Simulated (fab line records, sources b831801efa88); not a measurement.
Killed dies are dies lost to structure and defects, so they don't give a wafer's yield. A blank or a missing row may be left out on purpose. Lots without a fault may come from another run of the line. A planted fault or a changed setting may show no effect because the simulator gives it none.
Which tool did it? | flow gf180mcu | 11 lots, 33 wafers sampled, at 5 steps of a route of 602

WHAT THE GAUGES READ, wafer by wafer
GF_V3_RS_MEAS_24: measures by four-point-probe.
lot  | measured     | on            | V3_W_RS (ohm/sq)
L507 | day 22 07:59 | film_metro-02 | 0.324 0.328 0.326
L508 | day 22 13:12 | film_metro-02 | 0.327 0.316 0.317
L509 | day 23 02:37 | film_metro-01 | 0.327 0.319 0.327
L510 | day 23 14:55 | film_metro-02 | 0.326 0.330 0.328
L511 | day 24 02:02 | film_metro-02 | 0.330 0.328 0.327
L512 | day 24 07:05 | film_metro-02 | 0.332 0.336 0.333
L520 | day 27 01:58 | film_metro-01 | 0.490 0.324 0.325 0.490 0.324 0.325
L522 | day 27 11:50 | film_metro-03 | 0.503 0.491 0.502 0.502 0.491 0.502
L523 | day 27 21:23 | film_metro-02 | 0.319 0.324 0.328
L524 | day 28 01:03 | film_metro-02 | 0.320 0.327 0.328
L526 | day 28 12:40 | film_metro-03 | 0.328 0.329 0.322

WHICH TOOL RAN EACH LOT (tool, then ch and the chambers of the sampled wafers, then the start)
lot  | GF_M2_SPUTTER_03             | GF_V3_ETCH_16                      | GF_V3_STRIP_18                       | GF_V3_CVD_23
L507 | pvd_sputter-01, day 18 02:07 | rie_diel-02 ch 0,1,3, day 22 07:07 | plasma_asher-01 ch 0,1, day 22 07:14 | cvd_w-01 ch 0,1, day 22 07:52
L508 | pvd_sputter-02, day 18 07:27 | rie_diel-02 ch 0,1, day 22 12:17   | plasma_asher-02 ch 0,1, day 22 12:25 | cvd_w-01 ch 0,1, day 22 13:05
L509 | pvd_sputter-01, day 18 22:35 | rie_diel-04 ch 0,2,3, day 23 01:44 | plasma_asher-03 ch 0,1, day 23 01:52 | cvd_w-01 ch 0,1, day 23 02:31
L510 | pvd_sputter-02, day 19 10:37 | rie_diel-03 ch 0,1,3, day 23 13:56 | plasma_asher-03 ch 0,1, day 23 14:04 | cvd_w-02 ch 0,1, day 23 14:43
L511 | pvd_sputter-02, day 19 21:55 | rie_diel-04 ch 0,2,3, day 24 01:10 | plasma_asher-02 ch 0,1, day 24 01:17 | cvd_w-02 ch 0,1, day 24 01:56
L512 | pvd_sputter-02, day 20 04:49 | rie_diel-03 ch 0,1,3, day 24 06:11 | plasma_asher-03 ch 0,1, day 24 06:19 | cvd_w-02 ch 0,1, day 24 06:57
L520 | pvd_sputter-01, day 23 06:27 | rie_diel-04 ch 0,3, day 27 01:00   | plasma_asher-03 ch 0,1, day 27 01:10 | cvd_w-02 ch 0,1, day 27 01:50
L522 | pvd_sputter-01, day 23 18:47 | rie_diel-02 ch 1,2,3, day 27 10:48 | plasma_asher-03 ch 0,1, day 27 10:56 | cvd_w-02 ch 1, day 27 11:37
L523 | pvd_sputter-01, day 24 02:29 | rie_diel-03 ch 1,3, day 27 20:29   | plasma_asher-03 ch 0,1, day 27 20:37 | cvd_w-01 ch 0,1, day 27 21:16
L524 | pvd_sputter-01, day 24 08:04 | rie_diel-04 ch 0,1,2, day 28 00:09 | plasma_asher-01 ch 0,1, day 28 00:17 | cvd_w-01 ch 0,1, day 28 00:55
L526 | pvd_sputter-02, day 24 20:59 | rie_diel-02 ch 0,2,3, day 28 11:42 | plasma_asher-02 ch 0,1, day 28 11:50 | cvd_w-01 ch 0,1, day 28 12:32
- GF_M2_SPUTTER_03: material Ti, target thk 10 nm, time 6.7 s.
- GF_V3_ETCH_16: etches BARC in N2/H2.
- GF_V3_STRIP_18: strips in O2/N2.
- GF_V3_CVD_23: deposits W, target thk 350 nm, time 104.9 s.

THE ANSWER, worked out from the rows above alone
Rule: what is usual is taken from the lots themselves. Put in order of their means at a reading, lots are off if they are a third of the lots or fewer, leave a main group of 4 or more, and stand apart from it by a gap of 3 or more times the standard deviation of the main group's means; of several such gaps the widest counts. A main group whose means are all the same, to the digits that the tables above print for the reading, isn't used. A lot without any number at a reading at which 4 lots or more have one is off too. The other lots that the step has rows for count as sound.
Off: L520, L522, at GF_V3_RS_MEAS_24 (V3_W_RS). The main group: mean 0.326 ohm/sq, standard deviation 0.0035.
A tool fits if, at a process step before that reading, it ran every lot that is off, and no sound lot after the first of them. The gauges at GF_V3_RS_MEAS_24 are tried like those tools. One fits: cvd_w-02 at GF_V3_CVD_23. Its last sound lot is L512 (day 24 06:57), its first lot that is off L520 (day 27 01:50): a fault that began between those two fits.

WHAT THE SIMULATOR HAD PUT IN
Site profile drift: cvd_w-02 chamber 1, from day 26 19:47 on, at GF_V3_CVD_23. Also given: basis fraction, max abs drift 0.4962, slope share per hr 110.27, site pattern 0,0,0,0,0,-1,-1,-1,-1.
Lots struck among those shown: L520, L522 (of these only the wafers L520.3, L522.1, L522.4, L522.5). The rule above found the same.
